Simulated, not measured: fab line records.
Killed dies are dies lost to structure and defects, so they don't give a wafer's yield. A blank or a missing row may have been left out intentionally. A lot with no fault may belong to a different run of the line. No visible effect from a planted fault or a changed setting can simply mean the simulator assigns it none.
Which tool was responsible?    flow gf180mcu    12 lots, 36 wafers sampled, at 2 steps of a route of 602

== WHAT THE GAUGES READ, wafer by wafer ==
GF_V3_CD_MEAS_14 targets a cd of 260 nm.
lot   measured      on         cd-nm (nm)
L075  day 23 02:25  cd-sem-02  258.7 258.9 258.8
L077  day 23 14:31  cd-sem-02  261.9 261.1 261.6
L079  day 24 05:46  cd-sem-01  260.6 260.9 261.4
L081  day 25 05:34  cd-sem-02  261.4 260.2 260.2
L083  day 26 01:41  cd-sem-02  259.2 260.2 259.7
L085  day 26 22:56  cd-sem-02  259.3 259.7 259.9
L087  day 27 17:39  cd-sem-02  261.7 262.7 262.1
L088  day 27 23:53  cd-sem-01  261.9 261.0 260.7
L092  day 28 18:09  cd-sem-02  260.2 258.6 259.5
L093  day 28 22:26  cd-sem-01  260.0 261.9 260.1
L095  day 29 14:00  cd-sem-02  259.2 259.9 260.4
L097  day 30 00:10  cd-sem-01  260.0 259.9 257.4

== WHICH TOOL RAN EACH LOT (tool, then ch and the chambers of the sampled wafers, then the start) ==
lot   GF_V2_ETCH_16
L075  rie-diel-01 ch 0,2,3, day 21 00:15
L077  rie-diel-02 ch 2,3, day 21 13:18
L079  rie-diel-01 ch 0,2,3, day 22 05:23
L081  rie-diel-03 ch 0,1, day 23 06:59
L083  rie-diel-03 ch 1,3, day 24 03:06
L085  rie-diel-02 ch 0,1, day 25 00:24
L087  rie-diel-01 ch 1,2, day 25 21:41
L088  rie-diel-01 ch 2,3, day 26 03:30
L092  rie-diel-02 ch 0,1, day 26 22:57
L093  rie-diel-03 ch 0,1, day 27 03:38
L095  rie-diel-03 ch 0,3, day 27 20:10
L097  rie-diel-03 ch 1,2,3, day 28 06:26
- GF_V2_ETCH_16: etches BARC in N2/H2.

== THE ANSWER, worked out from the rows above alone ==
Rule: the lots themselves supply what counts as usual. The widest of any qualifying gaps counts: lots, ordered by their means at a reading, are off when they make up no more than a third of the lots, leave a main group of 4 or more, and stand apart from it by 3 or more times the standard deviation of that group's means. If all means in a main group match to the digits the tables above print for the reading, that group is not used. A lot without any number at a reading at which 4 lots or more have one is off too. Where the step has rows for the other lots, those lots are counted as sound.
Across all readings shown, no lot is off: no conclusion can be drawn from this.

== WHAT THE SIMULATOR HAD INSERTED ==
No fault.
